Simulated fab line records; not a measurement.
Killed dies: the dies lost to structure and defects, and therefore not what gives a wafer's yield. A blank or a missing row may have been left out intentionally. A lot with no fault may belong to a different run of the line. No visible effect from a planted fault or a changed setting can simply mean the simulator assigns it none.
Matching of chambers	flow sky130	SKY_VIA1_CMP_24 on cmp-02: 4 sister chambers
The step polishes, stops on SiO2, t overpolish 15 s, target thk 0 nm. 14 wafers are shown with their chamber, then 7 later ones without.

## EACH WAFER AND ITS CHAMBER
wafer	chamber	motor_current_A (A)	time_to_endpoint_s (s)	overpolish_run_s (s)
L927.1	2	12.3	64.8	14.988
L927.2	3	11.7	65.8	14.994
L927.3	1	12.1	66.0	14.999
L929.1	0	9.7	61.5	14.996
L929.3	1	11.9	64.7	15.004
L929.4	3	11.2	65.2	15.005
L942.1	2	11.7	63.5	15.009
L942.4	1	12.0	62.8	14.989
L942.6	2	11.6	64.5	14.996
L943.1	2	10.9	63.5	15.002
L943.3	0	9.5	63.1	15.005
L943.6	3	11.5	66.8	15.021
L948.1	3	11.2	68.1	15.003
L948.4	2	12.6	66.6	14.996

SIGNATURES (means of the wafers above)
reading	chamber 0	chamber 1	chamber 2	chamber 3	scatter within a chamber
motor_current_A	9.600	12.000	11.820	11.400	0.444
time_to_endpoint_s	62.300	64.500	64.580	66.475	1.33
overpolish_run_s	15.00050	14.99733	14.99820	15.00575	0.00884
Rule: for each reading, subtract the chamber's mean from the wafer's reading, divide by that reading's scatter and square the result; add these up over the readings and take the root, which gives the wafer's distance from the chamber. If the next closest chamber is less than 2 further off than the closest, the wafer can't be placed; otherwise it belongs to the closest. The scatter: take each reading less its chamber's mean, square it, sum over the shown wafers, divide by the number of wafers less the number of chambers, and take the root.

## WAFERS WHOSE CHAMBER IS MISSING
wafer	motor_current_A (A)	time_to_endpoint_s (s)	overpolish_run_s (s)
L948.5	11.0	69.2	15.009
L949.2	11.5	68.9	14.998
L949.5	9.3	67.4	15.005
L949.6	12.1	69.8	15.003
L950.3	9.9	65.6	15.012
L950.4	11.4	65.7	15.002
L950.5	12.1	64.7	14.985

## THE CHAMBER EACH PASSED THROUGH
wafer	from the rows above	in truth
L948.5	can't be placed: 3 or 2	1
L949.2	can't be placed: 3 or 2 or 1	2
L949.5	can't be placed: 0 or 3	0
L949.6	can't be placed: 3 or 2 or 1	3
L950.3	can't be placed: 0 or 3 or 2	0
L950.4	can't be placed: 3 or 2 or 1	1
L950.5	can't be placed: 1 or 2 or 3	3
0 of 7 placed correctly. Not placeable from these rows: 7 (in 6, the candidates include the true chamber). 0 placed wrongly.
